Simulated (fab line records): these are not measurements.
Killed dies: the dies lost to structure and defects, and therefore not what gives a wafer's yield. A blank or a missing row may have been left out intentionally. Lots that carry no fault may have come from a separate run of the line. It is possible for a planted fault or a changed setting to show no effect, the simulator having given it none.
What tool caused it? | flow gf180mcu | 72 wafers from 24 lots sampled at 6 of the route's 602 steps

== WHAT THE GAUGES READ, wafer by wafer ==
GF_SALICIDE_RS_MEAS_04: the measuring method here is four-point-probe. Usual: SALICIDE_TIN_RS 16.2 ohm/sq, standard deviation 0.32.
lot  | measured     | on            | SALICIDE_TIN_RS (ohm/sq) | flag
L074 | day 15 00:58 | film-metro-03 | 16.1 16.0 16.2           |
L075 | day 15 09:37 | film-metro-03 | 16.5 16.2 16.1           |
L076 | day 15 20:27 | film-metro-01 | 16.2 16.5 16.7           |
L077 | day 16 07:59 | film-metro-02 | 16.7 16.2 16.0           |
L078 | day 16 18:08 | film-metro-01 | 16.9 16.5 16.8           |
L079 | day 16 23:43 | film-metro-03 | 16.5 15.9 16.4           |
L080 | day 17 03:46 | film-metro-01 | 15.7 16.2 15.6           |
L081 | day 17 14:48 | film-metro-02 | 16.5 16.4 16.6           |
L082 | day 18 08:30 | film-metro-02 | 16.1 15.8 16.2           |
L083 | day 18 12:10 | film-metro-01 | 15.9 16.2 15.9           |
L084 | day 18 20:21 | film-metro-03 | 16.2 16.3 16.0           |
L085 | day 19 08:57 | film-metro-02 | 16.3 15.9 16.0           |
L086 | day 19 12:57 | film-metro-03 | 16.5 16.5 16.0           |
L087 | day 20 04:28 | film-metro-02 | 16.1 15.9 16.3           |
L088 | day 20 07:20 | film-metro-01 | 16.4 16.0 16.8           |
L089 | day 20 17:58 | film-metro-03 | 16.6 16.7 16.7           |
L090 | day 21 01:50 | film-metro-02 | 16.2 15.8 16.6           |
L091 | day 21 06:01 | film-metro-01 | 15.8 15.7 15.9           |
L092 | day 21 10:23 | film-metro-02 | 16.8 16.6 16.2           |
L093 | day 21 21:19 | film-metro-03 | 15.9 16.5 16.6           |
L094 | day 22 07:09 | film-metro-01 | 16.7 16.0 16.1           |
L095 | day 22 09:14 | film-metro-03 | 16.1 16.3 16.7           |
L096 | day 22 20:40 | film-metro-01 | 15.9 15.9 16.1           |
L097 | day 23 04:02 | film-metro-03 | 17.0 16.9 16.9           |

GF_V2_THK_MEAS_01. Usual: V2_CVD_00_THK 600 nm, standard deviation 6.6.
lot  | measured     | on            | V2_CVD_00_THK (nm) | flag
L074 | day 19 02:05 | film-metro-01 | 606 603 600        |
L075 | day 19 12:11 | film-metro-01 | 618 613 613        |
L076 | day 19 23:01 | film-metro-03 | 609 604 607        |
L077 | day 20 11:42 | film-metro-01 | 593 601 590        |
L078 | day 20 22:08 | film-metro-03 | 598 590 591        |
L079 | day 21 04:44 | film-metro-04 | 599 595 596        |
L080 | day 21 10:37 | film-metro-01 | 592 597 589        |
L081 | day 21 21:06 | film-metro-04 | 608 606 605        |
L082 | day 22 13:26 | film-metro-01 | 606 617 605        |
L083 | day 22 17:00 | film-metro-04 | 591 602 603        |
L084 | day 23 02:14 | film-metro-01 | 606 608 601        |
L085 | day 23 13:30 | film-metro-04 | 604 605 601        |
L086 | day 23 17:35 | film-metro-01 | 600 588 596        |
L087 | day 24 07:55 | film-metro-03 | 593 591 599        |
L088 | day 24 10:13 | film-metro-03 | 600 605 599        |
L089 | day 24 18:54 | film-metro-03 | 602 596 607        |
L090 | day 25 03:14 | film-metro-03 | 601 591 599        |
L091 | day 25 06:41 | film-metro-03 | 599 604 596        |
L092 | day 25 10:24 | film-metro-03 | 600 612 612        |
L093 | day 25 20:28 | film-metro-01 | 591 602 597        |
L094 | day 26 06:23 | film-metro-01 | 596 593 602        |
L095 | day 26 07:02 | film-metro-04 | 597 609 590        |
L096 | day 26 17:49 | film-metro-01 | 600 602 596        |
L097 | day 27 00:57 | film-metro-04 | 598 603 590        |

GF_V3_THK_MEAS_03. Usual: V3_CVD_02_THK 852 nm, standard deviation 10.
lot  | measured     | on            | V3_CVD_02_THK (nm) | flag
L074 | day 21 04:59 | film-metro-04 | 847 868 864        |
L075 | day 21 15:16 | film-metro-02 | 837 832 851        |
L076 | day 22 01:38 | film-metro-01 | 858 875 863        |
L077 | day 22 14:01 | film-metro-02 | 837 847 853        |
L078 | day 22 23:26 | film-metro-01 | 846 844 855        |
L079 | day 23 06:39 | film-metro-04 | 848 849 853        |
L080 | day 23 12:13 | film-metro-01 | 843 844 866        |
L081 | day 23 22:02 | film-metro-04 | 840 837 857        |
L082 | day 24 13:56 | film-metro-04 | 837 851 852        |
L083 | day 24 17:22 | film-metro-01 | 863 874 868        |
L084 | day 25 02:17 | film-metro-01 | 844 843 860        |
L085 | day 25 13:28 | film-metro-02 | 830 839 858        |
L086 | day 25 16:17 | film-metro-01 | 846 859 872        |
L087 | day 26 05:50 | film-metro-01 | 846 862 868        |
L088 | day 26 08:07 | film-metro-04 | 846 850 853        |
L089 | day 26 16:09 | film-metro-04 | 849 837 859        |
L090 | day 26 23:50 | film-metro-01 | 838 835 852        |
L091 | day 27 02:51 | film-metro-02 | 833 847 845        |
L092 | day 27 07:28 | film-metro-02 | 840 857 857        |
L093 | day 27 16:50 | film-metro-01 | 838 864 866        |
L094 | day 28 02:34 | film-metro-02 | 850 848 844        |
L095 | day 28 03:35 | film-metro-01 | 850 838 857        |
L096 | day 28 12:43 | film-metro-02 | 855 851 858        |
L097 | day 28 19:41 | film-metro-04 | 842 867 861        |

GF_M5_OVL_MEAS_08. Usual: M5_OVL -1 nm, standard deviation 4.8.
lot  | measured     | on         | M5_OVL (nm) | flag
L074 | day 26 01:50 | overlay-02 | -4 -6 1     |
L075 | day 26 11:34 | overlay-02 | -3 -10 -4   |
L076 | day 26 21:22 | overlay-01 | 13 8 12     |
L077 | day 27 07:07 | overlay-02 | -2 -2 -3    |
L078 | day 27 16:17 | overlay-02 | -8 -8 -4    |
L079 | day 27 22:43 | overlay-01 | -4 -3 -7    |
L080 | day 28 03:09 | overlay-02 | 3 2 1       |
L081 | day 28 13:10 | overlay-02 | 0 -2 0      |
L082 | day 29 00:48 | overlay-01 | 2 -4 1      |
L083 | day 29 04:10 | overlay-02 | 0 -1 0      |
L084 | day 29 12:26 | overlay-02 | 1 0 -2      |
L085 | day 29 22:31 | overlay-02 | -14 -7 -9   |
L086 | day 30 00:46 | overlay-02 | -3 2 -3     |
L087 | day 30 11:08 | overlay-01 | 4 4 -1      |
L088 | day 30 14:22 | overlay-01 | 4 2 -4      |
L089 | day 30 22:52 | overlay-02 | 4 5 2       |
L090 | day 31 04:40 | overlay-02 | -3 1 0      |
L091 | day 31 06:07 | overlay-01 | 6 -2 -1     |
L092 | day 31 11:56 | overlay-01 | 3 4 0       |
L093 | day 31 19:07 | overlay-01 | 4 -3 6      |
L094 | day 32 01:34 | overlay-01 | 2 6 1       |
L095 | day 32 04:07 | overlay-01 | -5 -3 -7    |
L096 | day 32 13:18 | overlay-02 | -2 -5 -2    |
L097 | day 32 16:22 | overlay-02 | -3 -2 -5    |

== TOOL THAT RAN EACH LOT (tool first, then ch and the chambers of the sampled wafers, then the start) ==
lot  | GF_M3_SPUTTER_02             | GF_M4_SPUTTER_01
L074 | pvd-sputter-02, day 20 04:02 | pvd-sputter-03, day 22 06:44
L075 | pvd-sputter-02, day 20 14:28 | pvd-sputter-04, day 22 16:43
L076 | pvd-sputter-03, day 21 00:49 | pvd-sputter-04, day 23 03:09
L077 | pvd-sputter-02, day 21 13:33 | pvd-sputter-03, day 23 14:44
L078 | pvd-sputter-01, day 21 23:22 | pvd-sputter-02, day 24 00:16
L079 | pvd-sputter-01, day 22 06:47 | pvd-sputter-03, day 24 07:50
L080 | pvd-sputter-03, day 22 11:52 | pvd-sputter-02, day 24 12:58
L081 | pvd-sputter-03, day 22 22:41 | pvd-sputter-02, day 24 21:49
L082 | pvd-sputter-02, day 23 14:27 | pvd-sputter-02, day 25 13:31
L083 | pvd-sputter-03, day 23 17:59 | pvd-sputter-02, day 25 16:34
L084 | pvd-sputter-03, day 24 03:01 | pvd-sputter-03, day 26 01:31
L085 | pvd-sputter-03, day 24 14:22 | pvd-sputter-03, day 26 12:24
L086 | pvd-sputter-02, day 24 17:53 | pvd-sputter-04, day 26 15:01
L087 | pvd-sputter-01, day 25 07:38 | pvd-sputter-03, day 27 05:04
L088 | pvd-sputter-03, day 25 10:02 | pvd-sputter-04, day 27 06:28
L089 | pvd-sputter-03, day 25 18:26 | pvd-sputter-04, day 27 14:50
L090 | pvd-sputter-02, day 26 01:53 | pvd-sputter-03, day 27 21:53
L091 | pvd-sputter-02, day 26 05:32 | pvd-sputter-02, day 28 00:35
L092 | pvd-sputter-02, day 26 09:52 | pvd-sputter-03, day 28 05:32
L093 | pvd-sputter-03, day 26 20:01 | pvd-sputter-04, day 28 14:09
L094 | pvd-sputter-01, day 27 05:28 | pvd-sputter-04, day 28 22:44
L095 | pvd-sputter-02, day 27 06:20 | pvd-sputter-04, day 29 00:25
L096 | pvd-sputter-02, day 27 15:40 | pvd-sputter-04, day 29 10:01
L097 | pvd-sputter-03, day 27 22:59 | pvd-sputter-04, day 29 16:24
- GF_M3_SPUTTER_02: material AlCu, target thk 450 nm, time 23.9 s.
- GF_M4_SPUTTER_01: material TiN, target thk 30 nm, time 25 s.

== AS READ BY THE TOOLS THEMSELVES (means over the sampled wafers that have a number; for cases with no such wafer, the mark the record gives instead) ==
GF_M3_SPUTTER_02. Usual: throttle-valve-pct 29.7 %, standard deviation 1.1.
lot  | tool           | throttle-valve-pct (%) | flag
L074 | pvd-sputter-02 | 29.2                   |
L075 | pvd-sputter-02 | 29.7                   |
L076 | pvd-sputter-03 | 28.5                   |
L077 | pvd-sputter-02 | 29.5                   |
L078 | pvd-sputter-01 | 31.2                   |
L079 | pvd-sputter-01 | 31.0                   |
L080 | pvd-sputter-03 | 29.6                   |
L081 | pvd-sputter-03 | 29.6                   |
L082 | pvd-sputter-02 | 29.3                   |
L083 | pvd-sputter-03 | 29.5                   |
L084 | pvd-sputter-03 | 29.7                   |
L085 | pvd-sputter-03 | 28.8                   |
L086 | pvd-sputter-02 | 29.2                   |
L087 | pvd-sputter-01 | 30.8                   |
L088 | pvd-sputter-03 | 28.9                   |
L089 | pvd-sputter-03 | 28.7                   |
L090 | pvd-sputter-02 | 29.9                   |
L091 | pvd-sputter-02 | 29.7                   |
L092 | pvd-sputter-02 | 29.1                   |
L093 | pvd-sputter-03 | 29.7                   |
L094 | pvd-sputter-01 | 30.9                   |
L095 | pvd-sputter-02 | 29.4                   |
L096 | pvd-sputter-02 | 29.6                   |
L097 | pvd-sputter-03 | 28.9                   |

GF_M4_SPUTTER_01. Usual: throttle-valve-pct 29.4 %, standard deviation 0.81.
lot  | tool           | throttle-valve-pct (%) | flag
L074 | pvd-sputter-03 | 30.3                   |
L075 | pvd-sputter-04 | 29.6                   |
L076 | pvd-sputter-04 | 29.8                   |
L077 | pvd-sputter-03 | 29.3                   |
L078 | pvd-sputter-02 | 29.5                   |
L079 | pvd-sputter-03 | 29.5                   |
L080 | pvd-sputter-02 | 29.2                   |
L081 | pvd-sputter-02 | 29.3                   |
L082 | pvd-sputter-02 | 29.9                   |
L083 | pvd-sputter-02 | 29.0                   |
L084 | pvd-sputter-03 | 29.4                   |
L085 | pvd-sputter-03 | 29.0                   |
L086 | pvd-sputter-04 | 29.6                   |
L087 | pvd-sputter-03 | 29.5                   |
L088 | pvd-sputter-04 | 29.4                   |
L089 | pvd-sputter-04 | 29.5                   |
L090 | pvd-sputter-03 | 28.5                   |
L091 | pvd-sputter-02 | 29.1                   |
L092 | pvd-sputter-03 | 29.4                   |
L093 | pvd-sputter-04 | 29.5                   |
L094 | pvd-sputter-04 | 29.8                   |
L095 | pvd-sputter-04 | 29.4                   |
L096 | pvd-sputter-04 | 30.1                   |
L097 | pvd-sputter-04 | 29.9                   |

== THE ANSWER, worked out from the rows above alone ==
Rule: a lot counts as off when the mean over its wafers that have a number is more than 3 standard deviations away from the usual mean. Also off: a lot with no number at a reading for which 4 or more lots have one. Any other lot the step has rows for is counted as sound. Order of review: gauges by route order, followed by the tools' own readings, for which a lot's mean as printed above is used. The first step at which some lot is off is used, and at that step the reading that is off furthest; a lot without a number counts as furthest.
None of the lots is off at any reading shown; this tells nothing.

== WHAT HAD BEEN PUT IN BY THE SIMULATOR ==
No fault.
